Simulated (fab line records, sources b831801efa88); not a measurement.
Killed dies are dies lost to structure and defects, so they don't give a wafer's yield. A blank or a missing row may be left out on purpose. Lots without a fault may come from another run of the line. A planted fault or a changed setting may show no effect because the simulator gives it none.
A struck lot beside a sound one | flow sfq_line | 28 steps out of a route of 325
Sound: wafers L745.1, L745.2, L745.4. Struck: wafers L738.1, L738.5. (L738.4 of the same lot was not struck and is left out.) The cause comes at the end.
At each step with rows: each side's tool, then ch and its chambers, then its first start. Under that, the readings that differ: sound wafers | struck wafers | difference of the means | sigmas: that difference in standard deviations of wafers without a fault.
alike: readings whose means differ by less than 2 such deviations, and words and numbers that are the same on both sides. not compared: withheld readings, readings that some wafer has no value for, bounds like >300 that may hide the same value, and numbers for which the record gives no deviation and whose values overlap.
The two part at a step that has a row with sigmas, a row that says differs or no value, or rows on one side only. Numbers that don't overlap but have no deviation are shown without sigmas and don't part them. A reading that every wafer of one side lacks parts them only if that side has two wafers or more.

first, 6 steps without rows for these wafers: SFQ_TRILAYER_M2_LITHO_COAT_062 (resist thk 62 nm); SFQ_TRILAYER_M2_LITHO_COAT_057 (resist thk 600 nm); SFQ_TRILAYER_M2_LITHO_SOFTBAKE_061; SFQ_TRILAYER_M2_LITHO_EXPOSE_058 (exposes mask M2, target cd 500 nm); SFQ_TRILAYER_M2_LITHO_PEB_060 (peb time 60 s); SFQ_TRILAYER_M2_LITHO_DEVELOP_059 (time 60 s).
SFQ_M2_OVL_MEAS_916:
  sound on overlay-01, day 41 06:22; struck on overlay-01, day 35 13:50
  alike: M2_OVL
SFQ_TRILAYER_M2_BARC_OPEN_METAL_ETCH_077: etches BARC in O2, target depth 125 nm, time 41.7 s.
  sound on rie_metal-02 ch 1, day 41 06:24; struck on rie_metal-02 ch 0,1, day 35 13:53
  alike: drypump_motor_current_A, oes_product_au
  not compared: rf_hours_counter_h
SFQ_TRILAYER_M2_ETCH_METAL_ETCH_060: etches Nb in Cl2/Ar, stops on SiO2, target depth 240 nm, time 120 s.
  sound on rie_metal-02 ch 1, day 41 06:31; struck on rie_metal-02 ch 0,1, day 35 13:56
  alike: drypump_motor_current_A, oes_product_au
  not compared: rf_hours_counter_h
SFQ_TRILAYER_M2_STRIP_STRIP_061: strips in O2.
  sound on rie_metal-02 ch 1, day 41 06:46; struck on rie_metal-02 ch 0,1, day 35 14:04
  alike: drypump_motor_current_A, oes_product_au
  not compared: rf_hours_counter_h
then, 1 step without rows for these wafers: SFQ_TRILAYER_M2_STRIP_SOLV_CLEAN_062 (cleans in NMP, time 600 s).
SFQ_TRILAYER_I2_DEP_PECVD_063: deposits SiO2 from SiH4/N2O, time 111.11 s, target thk 500 nm.
  sound on pecvd-02 ch 0,2, day 41 08:09; struck on pecvd-02 ch 0, day 35 14:50
  reading            | sound    | struck | difference | sigmas
  heater_power_w (W) | 72 96 99 | 67 74  | -18        | -2
  alike: throttle_valve_pct
SFQ_TRILAYER_I2_CMP_CMP_064: polishes SiO2.
  sound on cmp-02 ch 1,2,3, day 41 10:45; struck on cmp-02 ch 1, day 35 20:56
  reading                                             | sound             | struck      | difference | sigmas
  model.SiO2_of_TRILAYER_I2_DEP_PECVD_063.thk_nm (nm) | 199.4 198.2 198.5 | 219.3 219.4 | +20.7      |
  alike: motor_current_A, time_to_endpoint_s
SFQ_I2_BOW_MEAS_917:
  sound on film_metro-02, day 41 13:45; struck on film_metro-04, day 35 23:26
  alike: I2_BOW
SFQ_TRILAYER_I2_METRO_MEASURE_065:
  sound on film_metro-02, day 41 13:52; struck on film_metro-04, day 35 23:33
  reading     | sound             | struck      | difference | sigmas
  thk_nm (nm) | 199.3 198.1 198.5 | 219.2 219.4 | +20.7      | +21
then, 6 steps without rows for these wafers: SFQ_TRILAYER_I2_VIA_LITHO_COAT_072 (resist thk 62 nm); SFQ_TRILAYER_I2_VIA_LITHO_COAT_067 (resist thk 650 nm); SFQ_TRILAYER_I2_VIA_LITHO_SOFTBAKE_071; SFQ_TRILAYER_I2_VIA_LITHO_EXPOSE_068 (exposes mask I2, target cd 500 nm); SFQ_TRILAYER_I2_VIA_LITHO_PEB_070 (peb time 60 s); SFQ_TRILAYER_I2_VIA_LITHO_DEVELOP_069 (time 60 s).
-- the record jumps here: 5 days lie between the struck wafers' starts before and after --
SFQ_I2_OVL_MEAS_918:
  sound on overlay-02, day 47 08:31; struck on overlay-01, day 41 09:58
  alike: I2_OVL
then, 1 step without rows for these wafers: SFQ_TRILAYER_I2_VIA_BARC_OPEN_VIA_ETCH_096 (etches BARC in O2, target depth 125 nm, time 41.7 s).
SFQ_TRILAYER_I2_VIA_ETCH_VIA_ETCH_070: etches SiO2 in CHF3, stops on Nb, target depth 260 nm.
  sound on rie_diel-01 ch 0,1,2, day 47 08:35; struck on rie_diel-02 ch 3, day 41 10:02
  reading                        | sound             | struck      | difference | sigmas
  oes_product_au (a.u.)          | 0.847 0.845 0.854 | 0.898 0.898 | +0.049     | +10
  model.I2.feature_depth_nm (nm) | 199.4 198.2 198.5 | 219.3 219.4 | +20.7      |
  model.etch.depth_nm (nm)       | 199.4 198.2 198.5 | 219.3 219.4 | +20.7      |
  alike: drypump_motor_current_A
then, 2 steps without rows for these wafers: SFQ_TRILAYER_I2_VIA_STRIP_STRIP_071 (strips in O2); SFQ_TRILAYER_I2_VIA_STRIP_SOLV_CLEAN_072 (cleans in NMP, time 600 s).
SFQ_TRILAYER_M3_DEP_PRE_CLEAN_074: time 22.5 s.
  sound on pvd_sputter-06, day 47 09:29; struck on pvd_sputter-04, day 41 10:56
  reading                                             | sound           | struck      | difference | sigmas
  model.SiO2_of_TRILAYER_I2_DEP_PECVD_063.thk_nm (nm) | 191.9 190.7 191 | 211.8 211.9 | +20.7      |
SFQ_TRILAYER_M3_DEP_SPUTTER_073: material Nb, target thk 200 nm, time 133.3 s.
  sound on pvd_sputter-06, day 47 09:31; struck on pvd_sputter-04, day 41 10:58
  alike: base_pressure_pa, substrate_temp_c, throttle_valve_pct

WHERE THEY PART
First at SFQ_TRILAYER_I2_DEP_PECVD_063; last, within this record, at SFQ_TRILAYER_I2_VIA_ETCH_VIA_ETCH_070. Later steps at which nothing parts them and some readings are alike: SFQ_TRILAYER_M3_DEP_SPUTTER_073.

WHY: what the simulator had put in
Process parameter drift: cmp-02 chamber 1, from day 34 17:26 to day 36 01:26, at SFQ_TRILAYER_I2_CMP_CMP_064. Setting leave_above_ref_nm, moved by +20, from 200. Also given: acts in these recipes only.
